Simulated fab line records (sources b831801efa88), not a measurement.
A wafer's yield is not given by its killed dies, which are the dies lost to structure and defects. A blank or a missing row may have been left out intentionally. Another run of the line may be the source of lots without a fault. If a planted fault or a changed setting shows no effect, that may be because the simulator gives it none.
A struck lot beside a sound one	flow gf180mcu	33 steps out of a route of 602
Sound: wafers L391.1, L391.3, L391.6. The struck wafers were L395.1, L395.5, L395.6. At the end, the cause is stated.
Order at every step that has rows: each side's tool, ch and its chambers, its first start. Under that, the readings that differ: sound wafers	struck wafers	difference of the means	sigmas: that difference in standard deviations of wafers without a fault.
alike: readings with means less than 2 such deviations apart, plus words and numbers identical on both sides. not compared: withheld readings, readings lacking a value on some wafer, bounds such as >300 that could conceal the same value, and numbers that have no deviation in the record and whose values overlap.
Wherever a step has rows on one side only, a row that says differs or no value, or a row with sigmas, the two part there. Numbers that have no deviation but don't overlap get no sigmas and don't part them. A reading that every wafer of one side lacks parts them only if that side has two wafers or more.

GF_HV_LDD_STRIP_22: strips in O2/N2.
  sound on plasma-asher-04 ch 0,1, day 12 09:27; struck on plasma-asher-03 ch 0,1, day 13 14:49
reading	sound	struck	difference	sigmas
strip-time-to-endpoint-s (s)	12.64 12.64 12.65	12.74 12.74 12.77	+0.11	+3
  alike: drypump-motor-current-A, heater-power-w, oes-product-au
  not compared: rf-hours-counter-h
GF_HV_LDD_TW_MEAS_23:
  sound: film-metro-04 at day 12 09:33; struck: film-metro-04 at day 13 14:55
  alike: HV_LDD_2_TW
then, 7 steps without rows for these wafers: GF_HV_LDD_DEHYDRATE_24 (time 60 s); GF_HV_LDD_HMDS_25 (prime time 60 s); GF_HV_LDD_COAT_26 (resist thk 1000 nm); GF_HV_LDD_SOFTBAKE_27 (time 60 s); GF_HV_LDD_EXPOSE_28 (exposes mask Nplus HV AREA, target cd 400 nm); GF_HV_LDD_PEB_29; GF_HV_LDD_DEVELOP_30 (develop time 60 s).
GF_HV_LDD_CD_MEAS_31: the cd target is 400 nm.
  sound: cd-sem-02 at day 13 04:38; struck: cd-sem-02 at day 14 11:24
  alike: cd-nm
GF_HV_LDD_OVL_MEAS_32:
  sound: overlay-02 at day 13 04:46; struck: overlay-01 at day 14 11:31
  alike: HV_LDD_02_OVL
after that, 1 step had no rows for these wafers: GF_HV_LDD_IMPLANT_33.
GF_HV_LDD_IMPLANT_34:
  struck on implanter-03, day 14 11:43; sound on implanter-04 ch 0, day 13 04:57
  no value came back on the struck wafers for beam-energy-keV, beam-on-s (s); on the sound wafers beam-energy-keV reads 60.018 60.011 60.030
then, 2 steps without rows for these wafers: GF_HV_LDD_IMPLANT_35; GF_HV_LDD_IMPLANT_36.
GF_HV_LDD_STRIP_37: strips in O2/N2.
  sound on plasma-asher-03 ch 0,1, day 13 05:24; struck on plasma-asher-01 ch 0,1, day 14 12:10
reading	sound	struck	difference	sigmas
drypump-motor-current-A (A)	5.93 6.23 5.93	6.54 6.52 6.54	+0.50	+3
  alike: heater-power-w, oes-product-au, strip-time-to-endpoint-s
  not compared: rf-hours-counter-h
GF_HV_LDD_TW_MEAS_38:
  sound: film-metro-04 at day 13 05:30; struck: film-metro-04 at day 14 12:16
reading	sound	struck	difference	sigmas
HV_LDD_3_TW	1422 1418 1414	1299 1292 1303	-120	-9
then, 7 steps without rows for these wafers: GF_HV_LDD_DEHYDRATE_39 (time 60 s); GF_HV_LDD_HMDS_40 (prime time 60 s); GF_HV_LDD_COAT_41 (resist thk 1000 nm); GF_HV_LDD_SOFTBAKE_42 (time 60 s); GF_HV_LDD_EXPOSE_43 (exposes mask Pplus HV AREA, target cd 400 nm); GF_HV_LDD_PEB_44; GF_HV_LDD_DEVELOP_45 (develop time 60 s).
GF_HV_LDD_CD_MEAS_46: the cd target is 400 nm.
  sound: cd-sem-01 at day 14 01:32; struck: cd-sem-02 at day 15 09:35
  alike: cd-nm
GF_HV_LDD_OVL_MEAS_47:
  sound: overlay-02 at day 14 01:40; struck: overlay-02 at day 15 09:43
  alike: HV_LDD_03_OVL
after that, 1 step had no rows for these wafers: GF_HV_LDD_IMPLANT_48.
GF_HV_LDD_STRIP_49: strips in O2/N2.
  sound on plasma-asher-03 ch 0,1, day 14 01:50; struck on plasma-asher-03 ch 0,1, day 15 09:53
reading	sound	struck	difference	sigmas
strip-time-to-endpoint-s (s)	12.63 12.64 12.66	12.55 12.56 12.53	-0.10	-2
  alike: drypump-motor-current-A, heater-power-w, oes-product-au
  not compared: rf-hours-counter-h
GF_HV_LDD_TW_MEAS_50:
  sound: film-metro-03 at day 14 01:56; struck: film-metro-02 at day 15 09:59
  alike: HV_LDD_4_TW
then, 1 step without rows for these wafers: GF_HV_LDD_CLEAN_51 (cleans in SC1/SC2, time 150 s).
GF_HV_LDD_RTA_52: time 10 s.
  sound on rtp-anneal-02 ch 0, day 14 02:03; struck on rtp-anneal-02 ch 0, day 15 10:06
  alike: lamp-power-pct, wafer_temp_C_max
GF_HV_LDD_RS_MEAS_53: the measuring method here is four-point-probe.
  sound: film-metro-04 at day 14 02:07; struck: film-metro-02 at day 15 10:10
reading	sound	struck	difference	sigmas
HV_LDD_RS (ohm/sq)	419.6 419.7 420.4	439.6 439.6 438.2	+19.2	+22
then, 1 step without rows for these wafers: GF_HV_LDD_CVD_54 (deposits SiO2 from TEOS, target thk 10 nm, time 75 s).

== WHERE THEY PART ==
First at GF_HV_LDD_STRIP_22; last, within this record, at GF_HV_LDD_RS_MEAS_53.

WHY: what had been put in by the simulator
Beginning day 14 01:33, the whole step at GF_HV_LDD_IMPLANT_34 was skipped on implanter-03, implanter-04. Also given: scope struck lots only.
